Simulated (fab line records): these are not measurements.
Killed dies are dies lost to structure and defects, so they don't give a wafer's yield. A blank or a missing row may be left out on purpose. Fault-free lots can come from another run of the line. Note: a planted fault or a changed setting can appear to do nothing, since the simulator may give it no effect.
fab line records	flow sky130
record: lots: 15	wafers: 45	lastDay: 50
route steps=708 shown VIA1@472 METAL2@497
lots that met no fault: from a run of the same line without faults
startH: hours from the record's opening day to when the first of the lot's shown wafers began	waitH: hours elapsed since this lot's preceding step	" as in the row above	L1.1+2: a single row standing in for several wafers	- either no value or no given start	* or withheld: withheld	< > ~ a bound
route shown NAME@n: a module of which the file shows steps, and the number in the route of the first	usual: the fault-free wafers' mean and standard deviation	same: alike in all rows	chamber/n: place in a boat	sites: per-site readings	_std_site: the standard deviation of these	_edge_site: inner sites' mean taken away from outer sites' mean	radiusMm: for every site, how far away it sits from the centre of the wafer	mask NAME#n: copy n	behind: tool/chamber where the wafer was last shaped	hold: the reason the lot was held/the length of the hold in hours/how it ended	device: the n, p or np transistor that did not switch	end of line: at the end of the route, the tests of the same wafers	for a step that has no rows: nothing shown but its recipe	killed: the dies lost at the first sort to structure and to defects; this is not the yield of the wafer	map: per-die view of a wafer (x killed, . not killed, _ where there is no die)
set.NAME: the setting as run; set.NAME@STEP: as run at that earlier step	model.NAME: the simulator's own value behind a step, which no gauge read
route steps across a sampled set of lots; one table per step, one row per wafer
services: a tool's chamber out of use, with start hour (startH, from the record's first day; less than 0 if before it), hours out, and reason
== steps ==
step: SKY_VIA1_ETCH_14
recipe: chemistry: N2/H2	target: BARC	ionEnergyEv: 200	sourceW: 500	biasW: 100	pressureMtorr: 30	n2FlowSccm: 100	h2FlowSccm: 200	stopOn: SiO2	timeS: 45.9	targetDepthA: 600
usual: drypumpMotorCurrentA: 5.6/0.46	oesProductAu: 0.855/0.0047	throttleValvePct: 13.225/0.0096
lot.wafer	tool	chamber	startH	waitH	drypumpMotorCurrentA	oesProductAu	rfHoursCounterH	throttleValvePct
L693.2	rieDiel-02	3	781.92	0.0	5.7	0.853	9	13.224
L693.4	"	2	"	"	6.2	0.856	5	13.235
L693.5	"	3	"	"	5.7	0.861	-	13.223
L698.2	rieDiel-03	2	837.47	0.0	5.1	0.843	8	13.246
L698.5	"	2	"	"	5.1	0.852	-	13.215
L698.6	"	3	"	"	5.5	0.845	-	13.225
L697.3	rieDiel-04	1	838.12	0.0	5.4	0.858	7	13.221
L697.5	"	2	"	"	5.2	0.856	-	13.217
L697.6	"	1	"	"	5.4	0.857	-	13.217
L699.2	rieDiel-03	1	844.26	0.0	5.6	0.851	9	13.207
L699.4	"	2	"	"	5.1	0.854	8	13.225
L699.6	"	3	"	"	5.5	0.859	-	13.224
L700.1	rieDiel-02	0	848.02	0.0	5.0	0.853	6	13.225
L700.2	"	1	"	"	5.2	0.854	4	13.237
L700.3	"	3	"	"	5.7	0.861	11	13.225
L701.1	rieDiel-04	0	859.91	0.0	5.9	0.850	17	13.232
L701.4	"	2	"	"	5.2	0.852	6	13.224
L701.5	"	3	"	"	5.3	0.857	-	13.226
L702.2	rieDiel-02	3	871.77	0.0	5.7	0.853	12	13.217
L702.4	"	2	"	"	6.2	0.856	8	13.229
L702.5	"	3	"	"	5.7	0.854	-	13.219
L704.1	rieDiel-02	1	884.87	0.0	5.2	0.861	5	13.215
L704.2	"	2	"	"	6.2	0.847	9	13.224
L704.4	"	0	"	"	5.0	0.864	7	13.231
L706.1	rieDiel-03	3	895.46	0.0	5.5	0.849	17	13.229
L706.5	"	0	"	"	6.6	0.855	-	13.230
L706.6	"	3	"	"	5.5	0.854	-	13.220
L707.2	rieDiel-04	3	896.67	0.0	5.3	0.854	18	13.223
L707.4	"	1	"	"	5.4	0.867	9	13.227
L707.5	"	3	"	"	5.3	0.852	-	13.222
L708.1	rieDiel-04	1	905.87	0.0	5.4	0.849	9	13.223
L708.2	"	0	"	"	5.9	0.861	18	13.224
L708.6	"	0	"	"	5.9	0.864	-	13.236
L713.2	rieDiel-03	0	954.21	0.0	6.6	0.856	26	13.228
L713.5	"	3	"	"	5.5	0.853	-	13.218
L713.6	"	0	"	"	6.7	0.854	-	13.245
L714.1	rieDiel-02	0	955.36	0.0	5.0	0.858	9	13.218
L714.3	"	3	"	"	5.7	0.854	14	13.236
L714.5	"	2	"	"	6.2	0.857	-	13.228
L712.1	rieDiel-04	0	957.62	0.0	5.9	0.858	20	13.218
L712.4	"	3	"	"	5.3	0.858	20	13.238
L712.5	"	3	"	"	5.3	0.848	-	13.224
L715.2	rieDiel-02	0	961.62	0.0	5.0	0.853	9	13.233
L715.3	"	3	"	"	5.7	0.850	14	13.233
L715.5	"	0	"	"	5.0	0.843	-	13.230
step: SKY_VIA1_THK_MEAS_23
recipe: thkMeasGauge: xrf	reads: W_of_VIA1_CVD_21
usual: VIA1_W_THK: 264.2/2.8
lot.wafer	tool	chamber	startH	waitH	VIA1_W_THK[nm]
L693.2	filmMetro-02	-	782.90	0.1	267.1
L693.4	"	-	"	"	266.1
L693.5	"	-	"	"	268.3
L698.2	filmMetro-02	-	838.49	0.1	262.0
L698.5	"	-	"	"	264.3
L698.6	"	-	"	"	265.6
L697.3	filmMetro-03	-	839.16	0.1	264.0
L697.5	"	-	"	"	266.4
L697.6	"	-	"	"	266.6
L699.2	filmMetro-02	-	845.26	0.1	262.5
L699.4	"	-	"	"	263.0
L699.6	"	-	"	"	264.4
L700.1	filmMetro-03	-	849.07	0.1	263.4
L700.2	"	-	"	"	263.3
L700.3	"	-	"	"	265.6
L701.1	filmMetro-01	-	860.90	0.1	262.6
L701.4	"	-	"	"	261.6
L701.5	"	-	"	"	265.3
L702.2	filmMetro-01	-	872.73	0.1	262.5
L702.4	"	-	"	"	265.3
L702.5	"	-	"	"	267.1
L704.1	filmMetro-02	-	885.92	0.1	261.0
L704.2	"	-	"	"	264.0
L704.4	"	-	"	"	266.3
L706.1	filmMetro-03	-	896.48	0.1	261.0
L706.5	"	-	"	"	261.9
L706.6	"	-	"	"	263.4
L707.2	filmMetro-03	-	897.70	0.1	263.6
L707.4	"	-	"	"	261.0
L707.5	"	-	"	"	268.8
L708.1	filmMetro-03	-	906.86	0.1	264.7
L708.2	"	-	"	"	265.4
L708.6	"	-	"	"	265.4
L713.2	filmMetro-01	-	955.31	0.1	259.1
L713.5	"	-	"	"	257.9
L713.6	"	-	"	"	260.1
L714.1	filmMetro-02	-	956.31	0.1	266.4
L714.3	"	-	"	"	263.1
L714.5	"	-	"	"	264.5
L712.1	filmMetro-02	-	959.01	0.1	262.3
L712.4	"	-	"	"	260.5
L712.5	"	-	"	"	262.4
L715.2	filmMetro-03	-	962.62	0.1	266.1
L715.3	"	-	"	"	265.8
L715.5	"	-	"	"	267.5
step: SKY_METAL2_DEVELOP_14
recipe: developTimeS: 60	resist: KrF-thick	devTempC: 21
usual: chillPlateTempC: 23.03/0.11	developTimeS: 60/0
lot.wafer	tool	chamber	startH	waitH	chillPlateTempC	developTimeS
L693.2	lithoTrack-04	0	809	-	23.11	60
L693.4	"	0	"	"	23.25	60
L693.5	"	0	"	"	23.04	60
L698.2	lithoTrack-04	0	865	-	23.04	60
L698.5	"	0	"	"	23.21	60
L698.6	"	0	"	"	23.03	60
L697.3	lithoTrack-03	0	865	-	22.95	60
L697.5	"	0	"	"	23.08	60
L697.6	"	0	"	"	23.17	60
L699.2	lithoTrack-01	0	871	-	23.23	60
L699.4	"	0	"	"	22.98	60
L699.6	"	0	"	"	23.06	60
L700.1	lithoTrack-03	0	875	-	23.08	60
L700.2	"	0	"	"	22.98	60
L700.3	"	0	"	"	23.08	60
L701.1	lithoTrack-01	0	887	-	22.89	60
L701.4	"	0	"	"	23.10	60
L701.5	"	0	"	"	23.05	60
L702.2	lithoTrack-03	0	899	-	23.00	60
L702.4	"	0	"	"	23.20	60
L702.5	"	0	"	"	23.01	60
L704.1	lithoTrack-03	0	911	-	23.06	60
L704.2	"	0	"	"	22.92	60
L704.4	"	0	"	"	23.11	60
L706.1	lithoTrack-03	-	921	-	-	-
L706.5	"	-	"	"	-	-
L706.6	"	-	"	"	-	-
L707.2	lithoTrack-01	-	922	-	-	-
L707.4	"	-	"	"	-	-
L707.5	"	-	"	"	-	-
L708.1	lithoTrack-01	-	932	-	-	-
L708.2	"	-	"	"	-	-
L708.6	"	-	"	"	-	-
L713.2	lithoTrack-01	0	979	-	23.04	60
L713.5	"	0	"	"	23.15	60
L713.6	"	0	"	"	22.87	60
L714.1	lithoTrack-03	0	980	-	23.09	60
L714.3	"	0	"	"	22.88	60
L714.5	"	0	"	"	22.94	60
L712.1	lithoTrack-04	0	982	-	23.31	60
L712.4	"	0	"	"	23.29	60
L712.5	"	0	"	"	23.20	60
L715.2	lithoTrack-04	0	987	-	23.07	60
L715.3	"	0	"	"	23.21	60
L715.5	"	0	"	"	23.07	60
step: SKY_METAL2_STRIP_20
recipe: chemistry: O2/N2	powerW: 1400	pressureMtorr: 1500	platenTempC: withheld	o2FlowSccm: 3000	n2FlowSccm: 300	overashFraction: 0.5
usual: drypumpMotorCurrentA: 5.8/0.45	oesProductAu: 0.343/0.0051	stripTimeToEndpointS: 2.71/0.052
lot.wafer	tool	chamber	startH	waitH	drypumpMotorCurrentA	oesProductAu	rfHoursCounterH	stripTimeToEndpointS
L693.2	plasmaAsher-02	1	809.74	0.1	5.7	0.345	7	2.65
L693.4	"	0	"	"	5.7	0.342	-	2.67
L693.5	"	0	"	"	5.7	0.336	-	2.68
L698.2	plasmaAsher-02	0	865.50	0.1	5.7	0.341	12	2.67
L698.5	"	0	"	"	5.7	0.340	-	2.66
L698.6	"	1	"	"	5.8	0.339	-	2.66
L697.3	plasmaAsher-04	0	866.38	0.1	6.6	0.346	-	2.69
L697.5	"	1	"	"	5.4	0.342	-	2.66
L697.6	"	0	"	"	6.6	0.345	-	2.66
L699.2	plasmaAsher-04	0	871.71	0.1	6.6	0.345	105	2.65
L699.4	"	0	"	"	6.6	0.345	-	2.66
L699.6	"	0	"	"	6.6	0.341	-	2.67
L700.1	plasmaAsher-02	0	875.64	0.1	5.7	0.347	13	2.72
L700.2	"	1	"	"	5.8	0.341	13	2.78
L700.3	"	1	"	"	5.8	0.349	-	2.82
L701.1	plasmaAsher-02	1	888.01	0.1	5.8	0.348	15	2.66
L701.4	"	1	"	"	5.8	0.345	-	2.75
L701.5	"	1	"	"	5.7	0.346	-	2.70
L702.2	plasmaAsher-02	1	899.54	0.1	5.8	0.354	16	2.78
L702.4	"	1	"	"	5.8	0.350	-	2.71
L702.5	"	1	"	"	5.8	0.338	-	2.81
L704.1	plasmaAsher-02	1	911.59	0.1	5.8	0.348	18	2.71
L704.2	"	0	"	"	5.7	0.343	18	2.72
L704.4	"	1	"	"	5.8	0.344	-	2.74
L706.1	plasmaAsher-02	0	922.34	0.1	5.7	0.343	19	2.89
L706.5	"	0	"	"	5.7	0.356	-	2.91
L706.6	"	1	"	"	5.8	0.348	-	2.95
L707.2	plasmaAsher-04	1	923.26	0.1	5.4	0.345	110	2.87
L707.4	"	0	"	"	6.6	0.357	-	2.86
L707.5	"	1	"	"	5.4	0.360	-	2.84
L708.1	plasmaAsher-02	0	932.51	0.1	5.7	0.355	20	2.92
L708.2	"	1	"	"	5.8	0.351	20	2.93
L708.6	"	0	"	"	5.7	0.345	-	2.90
L713.2	plasmaAsher-03	1	980.36	0.1	5.1	0.344	80	2.74
L713.5	"	1	"	"	5.1	0.347	-	2.77
L713.6	"	0	"	"	6.1	0.351	-	2.78
L714.1	plasmaAsher-03	0	981.29	0.1	6.1	0.334	80	2.63
L714.3	"	0	"	"	6.1	0.347	-	2.65
L714.5	"	0	"	"	6.1	0.341	-	2.65
L712.1	plasmaAsher-04	0	983.30	0.1	6.7	0.349	116	2.70
L712.4	"	1	"	"	5.4	0.336	-	2.66
L712.5	"	1	"	"	5.4	0.337	-	2.66
L715.2	plasmaAsher-02	0	987.50	0.1	5.7	0.349	26	2.71
L715.3	"	0	"	"	5.7	0.340	-	2.77
L715.5	"	0	"	"	5.7	0.337	-	2.74
== services ==
tool	chamber	startH	hours	kind
plasmaAsher-03	-	766.22	1.0	repair
rieDiel-03	0	784.59	11.3	repair
rieDiel-02	1	797.83	3.8	repair
plasmaAsher-03	-	816.28	0.7	repair
rieDiel-03	1	816.81	5.8	repair
rieDiel-02	-	826.96	4.3	pm
rieDiel-04	2	847.22	3.9	repair
rieDiel-04	2	879.70	11.7	repair
rieDiel-03	0	886.47	6.3	repair
plasmaAsher-03	-	899.60	15.6	pm
rieDiel-02	2	903.09	1.9	repair
plasmaAsher-04	-	903.55	5.6	repair
rieDiel-03	2	903.91	3.3	repair
plasmaAsher-03	-	921.94	0.9	repair
plasmaAsher-03	-	925.26	8.4	repair
rieDiel-03	1	948.92	5.3	repair
rieDiel-04	3	959.72	10.0	repair
rieDiel-03	3	971.64	1.4	repair
plasmaAsher-04	-	983.88	2.8	pm
== key ==
firstSign: step: SKY_METAL2_DEVELOP_14	reading: toolRecord	direction: missing
effect none on later readings
metAt SKY_METAL2_DEVELOP_14
struckLots L706,L707,L708
laterRowsLeftOut L706.1,L706.5,L706.6,L707.2,L707.4,L707.5,L708.1,L708.2,L708.6
sortLeftOut L706.1,L706.5,L706.6,L707.2,L707.4,L707.5,L708.1,L708.2,L708.6
notActingAt SKY_VIA1_ETCH_14,SKY_VIA1_THK_MEAS_23,SKY_METAL2_STRIP_20
onsetBetween 911 921
fault: kind: skippedStepWhole	tool: lithoTrack-01,lithoTrack-03	chamber: -	onsetH: 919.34	steps: SKY_METAL2_DEVELOP_14	scope: struckLotsOnly
sortLeftOut: the simulated sort isn't trusted on such a fault, so these wafers' sort isn't shown, and their yield isn't known
laterRowsLeftOut: the simulator's readings of these wafers behind a module that went badly wrong aren't trusted and aren't shown, but for the sort
